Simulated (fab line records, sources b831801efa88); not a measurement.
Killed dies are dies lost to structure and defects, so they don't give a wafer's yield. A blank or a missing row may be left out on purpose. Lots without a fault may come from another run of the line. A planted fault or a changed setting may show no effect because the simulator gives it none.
Which tool did it? | flow gf180mcu | 7 lots, 21 wafers sampled, at 1 step of a route of 602

WHAT THE GAUGES READ, wafer by wafer
GF_DUAL_GATE_OVL_MEAS_11.
lot  | measured     | on         | DUAL_GATE_OVL (nm)
L973 | day 9 05:38  | overlay-01 | -1.7 -2.4 -3.0
L975 | day 9 16:53  | overlay-01 | 0.5 -0.2 0.7
L977 | day 10 08:57 | overlay-01 | 0.3 -0.5 0.3
L982 | day 11 19:18 | overlay-01 | 1.5 0.6 1.2
L985 | day 12 16:29 | overlay-01 | -1.4 -0.9 -1.0
L991 | day 14 07:37 | overlay-02 | -1.6 -2.2 -0.6
L993 | day 15 00:41 | overlay-01 | -2.1 -3.2 -1.9

WHICH TOOL RAN EACH LOT (tool, then ch and the chambers of the sampled wafers, then the start)
The record holds no process step before these readings.

THE ANSWER, worked out from the rows above alone
Rule: what is usual is taken from the lots themselves. Put in order of their means at a reading, lots are off if they are a third of the lots or fewer, leave a main group of 4 or more, and stand apart from it by a gap of 3 or more times the standard deviation of the main group's means; of several such gaps the widest counts. A main group whose means are all the same, to the digits that the tables above print for the reading, isn't used. A lot without any number at a reading at which 4 lots or more have one is off too. The other lots that the step has rows for count as sound.
No lot is off at any reading shown: from this, nothing can be told.

WHAT THE SIMULATOR HAD PUT IN
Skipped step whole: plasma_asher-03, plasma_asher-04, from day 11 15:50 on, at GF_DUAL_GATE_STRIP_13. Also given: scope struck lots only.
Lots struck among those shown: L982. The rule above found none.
